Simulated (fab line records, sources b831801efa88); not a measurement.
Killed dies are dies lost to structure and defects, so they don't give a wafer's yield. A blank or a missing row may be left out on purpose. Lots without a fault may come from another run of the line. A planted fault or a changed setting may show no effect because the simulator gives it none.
A struck lot beside a sound one | flow sfq_line | 13 steps out of a route of 325
Sound: wafers L902.1, L902.3, L902.5. Struck: wafer L896.3. (L896.2, L896.6 of the same lot were not struck and are left out.) The cause comes at the end.
At each step with rows: each side's tool, then ch and its chambers, then its first start. Under that, the readings that differ: sound wafers | struck wafers | difference of the means | sigmas: that difference in standard deviations of wafers without a fault.
alike: readings whose means differ by less than 2 such deviations, and words and numbers that are the same on both sides. not compared: withheld readings, readings that some wafer has no value for, bounds like >300 that may hide the same value, and numbers for which the record gives no deviation and whose values overlap.
The two part at a step that has a row with sigmas, a row that says differs or no value, or rows on one side only. Numbers that don't overlap but have no deviation are shown without sigmas and don't part them. A reading that every wafer of one side lacks parts them only if that side has two wafers or more.

SFQ_INCOMING_BOW_MEAS_900:
  sound on film_metro-03, day 5 04:00; struck on film_metro-04, day 3 22:01
  alike: INCOMING_BOW
then, 1 step without rows for these wafers: SFQ_TRILAYER_INCOMING_OXIDATION_002 (target thk 500 nm, ox time 4939 s).
SFQ_TRILAYER_L0_DEP_SPUTTER_003: material MoNx KI, target thk 40 nm, time 100 s.
  sound on pvd_sputter-03, day 5 06:29; struck on pvd_sputter-06, day 4 00:29
  alike: throttle_valve_pct
SFQ_L0_RS_MEAS_901: measures by four-point-probe.
  sound on film_metro-03, day 5 06:34; struck on film_metro-02, day 4 00:35
  reading                | sound          | struck | difference | sigmas
  L0_MONX_KI_RS (ohm/sq) | 42.7 42.4 42.3 | 43.7   | +1.2       | +3
  not compared: hold
SFQ_L0_THK_MEAS_902: measures by xrf.
  sound on film_metro-03, day 5 06:41; struck on film_metro-02, day 4 00:41
  reading             | sound          | struck | difference | sigmas
  L0_MONX_KI_THK (nm) | 40.9 41.0 41.3 | 39.6   | -1.5       | -3
  not compared: hold
then, 6 steps without rows for these wafers: SFQ_TRILAYER_L0_LITHO_COAT_010 (resist thk 62 nm); SFQ_TRILAYER_L0_LITHO_COAT_005 (resist thk 600 nm); SFQ_TRILAYER_L0_LITHO_SOFTBAKE_009; SFQ_TRILAYER_L0_LITHO_EXPOSE_006 (exposes mask L0, target cd 2000 nm); SFQ_TRILAYER_L0_LITHO_PEB_008 (peb time 60 s); SFQ_TRILAYER_L0_LITHO_DEVELOP_007 (time 60 s).
-- the record jumps here: 3 days lie between the struck wafers' starts before and after --
SFQ_TRILAYER_L0_BARC_OPEN_METAL_ETCH_010: etches BARC in O2, target depth 125 nm, time 41.7 s.
  sound on rie_metal-02 ch 0,1, day 8 22:35; struck on rie_metal-01 ch 0, day 7 09:23
  reading               | sound             | struck | difference | sigmas
  oes_product_au (a.u.) | 0.685 0.682 0.682 | 0.711  | +0.028     | +5
  run_length_s (s)      | 69.6 69.6 69.6    | 68.8   | -0.8       | -2
  alike: drypump_motor_current_A
  not compared: rf_hours_counter_h
SFQ_TRILAYER_L0_ETCH_METAL_ETCH_008: etches MoNx KI in SF6/O2, stops on SiO2, target depth 50 nm, time 25 s.
  sound on rie_metal-02 ch 0,1, day 8 22:38; struck on rie_metal-01 ch 0, day 7 09:26
  alike: drypump_motor_current_A, oes_product_au, run_length_s
  not compared: rf_hours_counter_h

WHERE THEY PART
First at SFQ_L0_RS_MEAS_901; last, within this record, at SFQ_TRILAYER_L0_BARC_OPEN_METAL_ETCH_010. Later steps at which nothing parts them and some readings are alike: SFQ_TRILAYER_L0_ETCH_METAL_ETCH_008.

WHY: what the simulator had put in
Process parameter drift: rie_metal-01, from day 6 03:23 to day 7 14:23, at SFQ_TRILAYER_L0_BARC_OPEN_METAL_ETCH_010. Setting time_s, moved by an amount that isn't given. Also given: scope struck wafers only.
